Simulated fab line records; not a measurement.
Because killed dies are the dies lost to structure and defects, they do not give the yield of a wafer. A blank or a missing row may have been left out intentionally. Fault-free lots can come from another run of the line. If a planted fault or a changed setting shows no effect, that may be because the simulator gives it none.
Chamber matching | flow sky130 | rie-diel-02 running SKY_PASSIVATION_ETCH_11: 4 sister chambers
The step etches the open film in CF4/O2, stops on AlCu, target depth 725 nm, time 161.1 s. 4 wafers are shown with their chamber, then 8 later ones without.

WAFERS WITH THEIR CHAMBER
wafer  | chamber | drypump-motor-current-A (A)
L080.3 | 3       | 5.4
L089.1 | 1       | 6.1
L090.5 | 2       | 5.8
L091.4 | 0       | 6.0

WAFERS WITH NO CHAMBER GIVEN
wafer  | drypump-motor-current-A (A)
L091.5 | 6.2
L091.6 | 5.8
L095.3 | 5.4
L095.4 | 5.8
L095.5 | 6.1
L096.1 | 5.5
L096.3 | 6.1
L096.4 | 5.8

THE CHAMBER EACH PASSED THROUGH
wafer  | from the rows above     | in truth
L091.5 | can't be placed: 1 or 0 | 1
L091.6 | 2                       | 2
L095.3 | 3                       | 3
L095.4 | 2                       | 2
L095.5 | can't be placed: 1 or 0 | 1
L096.1 | 3                       | 3
L096.3 | can't be placed: 1 or 0 | 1
L096.4 | 2                       | 2
5 of 8 placed correctly. From these rows, 3 cannot be placed; in 3 the true chamber is one of the candidates. Number placed wrongly: 0.
How it was worked out, from the rows above alone: a wafer's distance from a chamber is the root of the sum, over the readings, of the square of ((its reading less the chamber's mean) divided by the reading's scatter). The wafer belongs to the nearest chamber; if the next one is less than 2 further off, it can't be placed. The mean given for a chamber averages the wafers shown for that chamber. The scatter (one wafer shown for each chamber): square how far every hidden wafer sits from the nearest shown wafer, average those squares and take the square root.
